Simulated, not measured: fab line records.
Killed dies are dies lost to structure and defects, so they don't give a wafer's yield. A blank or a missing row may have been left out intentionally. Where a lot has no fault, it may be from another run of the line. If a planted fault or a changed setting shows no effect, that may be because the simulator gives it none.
Which tool was responsible? | flow gf180mcu | 42 wafers from 14 lots sampled at 5 of the route's 602 steps

== WHAT EACH GAUGE READ, for each wafer ==
GF_DUAL_GATE_OVL_MEAS_11. Usual: DUAL_GATE_OVL typically reads -0.4 nm, with standard deviation 1.4.
lot  | measured     | on         | DUAL_GATE_OVL (nm) | flag
L830 | day 8 09:23  | overlay-01 | -1.0 0.3 -1.1      | 
L831 | day 8 12:32  | overlay-02 | -2.0 -2.1 -2.5     | 
L834 | day 9 09:50  | overlay-02 | - - -              | OFF
L835 | day 9 19:29  | overlay-02 | - - -              | OFF
L837 | day 10 05:56 | overlay-02 | -0.5 0.1 -0.4      | 
L842 | day 11 17:49 | overlay-02 | 1.5 0.3 1.5        | 
L843 | day 11 22:47 | overlay-01 | 1.7 -0.6 -0.6      | 
L845 | day 12 17:40 | overlay-01 | 2.1 1.0 0.7        | 
L846 | day 12 22:58 | overlay-01 | -0.3 -1.0 -0.6     | 
L847 | day 13 07:40 | overlay-01 | -1.3 -0.5 -3.0     | 
L848 | day 13 14:35 | overlay-02 | -2.9 -1.8 -2.9     | 
L851 | day 14 08:56 | overlay-01 | 1.6 1.3 -0.6       | 
L852 | day 14 16:58 | overlay-01 | -0.1 -0.8 0.1      | 
L853 | day 15 01:23 | overlay-02 | -1.7 -2.2 -2.3     | 

GF_CONTACT_RS_MEAS_25: the measuring method here is four-point-probe. Usual: CONTACT_W_RS typically reads 0.386 ohm/sq, with standard deviation 0.0053.
lot  | measured     | on           | CONTACT_W_RS (ohm/sq) | flag
L830 | day 16 05:18 | filmMetro-04 | 0.385 0.388 0.385     | 
L831 | day 16 15:42 | filmMetro-03 | 0.383 0.378 0.385     | 
L837 | day 18 17:11 | filmMetro-04 | 0.399 0.390 0.391     | 
L842 | day 20 17:46 | filmMetro-04 | 0.385 0.383 0.376     | 
L843 | day 20 21:05 | filmMetro-03 | 0.387 0.384 0.387     | 
L845 | day 21 22:41 | filmMetro-01 | 0.381 0.390 0.379     | 
L846 | day 22 02:04 | filmMetro-01 | 0.383 0.378 0.383     | 
L847 | day 22 14:38 | filmMetro-01 | 0.397 0.394 0.395     | 
L848 | day 22 18:33 | filmMetro-01 | 0.376 0.390 0.382     | 
L851 | day 23 14:56 | filmMetro-01 | 0.379 0.385 0.385     | 
L852 | day 23 22:29 | filmMetro-01 | 0.379 0.388 0.378     | 
L853 | day 24 08:34 | filmMetro-01 | 0.392 0.387 0.389     | 

GF_V1_THK_MEAS_03. Usual: V1_CVD_02_THK typically reads 848 nm, with standard deviation 11.
lot  | measured     | on           | V1_CVD_02_THK (nm) | flag
L830 | day 17 06:13 | filmMetro-01 | 837 857 860        | 
L831 | day 17 16:46 | filmMetro-03 | 856 835 849        | 
L837 | day 19 18:52 | filmMetro-01 | 841 853 847        | 
L842 | day 21 18:34 | filmMetro-01 | 845 853 871        | 
L843 | day 21 23:08 | filmMetro-02 | 843 843 857        | 
L845 | day 22 23:57 | filmMetro-02 | 827 836 850        | 
L846 | day 23 02:47 | filmMetro-01 | 857 852 866        | 
L847 | day 23 15:04 | filmMetro-02 | 867 846 872        | 
L848 | day 23 19:01 | filmMetro-01 | 847 831 840        | 
L851 | day 24 15:01 | filmMetro-03 | 856 848 871        | 
L852 | day 24 21:59 | filmMetro-01 | 838 857 862        | 
L853 | day 25 07:34 | filmMetro-02 | 862 838 861        | 

== EACH LOT AND THE TOOL THAT RAN IT (in order: tool; ch and the chambers of the sampled wafers; start) ==
lot  | GF_DUAL_GATE_COAT_06             | GF_M1_SPUTTER_01
L830 | lithoTrack-01 ch 0, day 8 00:38  | pvdSputter-03, day 16 05:53
L831 | lithoTrack-02 ch 0, day 8 03:52  | pvdSputter-01, day 16 16:17
L834 | lithoTrack-01, day 9 01:17       | -
L835 | lithoTrack-02, day 9 10:43       | -
L837 | lithoTrack-02 ch 0, day 9 21:19  | pvdSputter-02, day 18 17:44
L842 | lithoTrack-03 ch 0, day 11 08:32 | pvdSputter-03, day 20 18:21
L843 | lithoTrack-03 ch 0, day 11 13:26 | pvdSputter-03, day 20 21:40
L845 | lithoTrack-01 ch 0, day 12 07:50 | pvdSputter-02, day 21 23:13
L846 | lithoTrack-02 ch 0, day 12 13:14 | pvdSputter-01, day 22 02:38
L847 | lithoTrack-01 ch 0, day 12 21:44 | pvdSputter-03, day 22 15:13
L848 | lithoTrack-01 ch 0, day 13 04:17 | pvdSputter-03, day 22 19:08
L851 | lithoTrack-02 ch 0, day 13 22:04 | pvdSputter-01, day 23 15:31
L852 | lithoTrack-03 ch 0, day 14 05:34 | pvdSputter-03, day 23 23:04
L853 | lithoTrack-02 ch 0, day 14 14:35 | pvdSputter-01, day 24 09:05
- GF_DUAL_GATE_COAT_06: resist thk 1000 nm.
- GF_M1_SPUTTER_01: material TiN, target thk 30 nm, time 25 s.

== AS READ BY THE TOOLS THEMSELVES (means over the sampled wafers that have a number; for cases with no such wafer, the mark the record gives instead) ==
GF_DUAL_GATE_COAT_06. Usual: chillPlateTempC 23.02 C, standard deviation 0.12; dispensePressureKPa 51 kPa, standard deviation 4.4.
lot  | tool          | chillPlateTempC (C) | dispensePressureKPa (kPa) | flag
L830 | lithoTrack-01 | 22.99               | 45                        | 
L831 | lithoTrack-02 | 22.97               | 55                        | 
L834 | lithoTrack-01 | -                   | -                         | OFF
L835 | lithoTrack-02 | -                   | -                         | OFF
L837 | lithoTrack-02 | 23.04               | 55                        | 
L842 | lithoTrack-03 | 22.85               | 52                        | 
L843 | lithoTrack-03 | 23.12               | 52                        | 
L845 | lithoTrack-01 | 22.97               | 45                        | 
L846 | lithoTrack-02 | 23.20               | 55                        | 
L847 | lithoTrack-01 | 23.04               | 45                        | 
L848 | lithoTrack-01 | 22.92               | 45                        | 
L851 | lithoTrack-02 | 23.19               | 55                        | 
L852 | lithoTrack-03 | 23.20               | 52                        | 
L853 | lithoTrack-02 | 23.16               | 55                        | 

GF_M1_SPUTTER_01. Usual: throttleValvePct at 29.8 %, with a standard deviation of 1.3.
lot  | tool          | throttleValvePct (%) | flag
L830 | pvdSputter-03 | 30.3                 | 
L831 | pvdSputter-01 | 30.2                 | 
L837 | pvdSputter-02 | 28.4                 | 
L842 | pvdSputter-03 | 29.8                 | 
L843 | pvdSputter-03 | 29.7                 | 
L845 | pvdSputter-02 | 28.4                 | 
L846 | pvdSputter-01 | 29.8                 | 
L847 | pvdSputter-03 | 30.1                 | 
L848 | pvdSputter-03 | 29.8                 | 
L851 | pvdSputter-01 | 30.6                 | 
L852 | pvdSputter-03 | 28.8                 | 
L853 | pvdSputter-01 | 30.2                 | 

== THE ANSWER, worked out from the rows above alone ==
Rule: take the mean of a lot's wafers that have a number; if it is more than 3 standard deviations from the usual mean, the lot is off. A lot without any number at a reading at which 4 lots or more have one is off too. The other lots that the step has rows for count as sound. After the gauges, taken in route order, come the tools' own readings; for these a lot's mean is taken, as printed above. The first step at which some lot is off is used, and at that step the reading that is off furthest; a lot without a number counts as furthest.
Off: L834, L835, seen at GF_DUAL_GATE_OVL_MEAS_11 (DUAL_GATE_OVL). Without a number there: L834, L835.
If a tool, at a process step before that reading, ran all the lots that are off and no sound lot after the first of them, it fits. The gauges at GF_DUAL_GATE_OVL_MEAS_11 aren't tried: what is off there is off at GF_DUAL_GATE_COAT_06 too, on other tools, and a gauge's error can't cause that. Not one of the candidates tried fits.

== WHAT WAS PUT IN BY THE SIMULATOR ==
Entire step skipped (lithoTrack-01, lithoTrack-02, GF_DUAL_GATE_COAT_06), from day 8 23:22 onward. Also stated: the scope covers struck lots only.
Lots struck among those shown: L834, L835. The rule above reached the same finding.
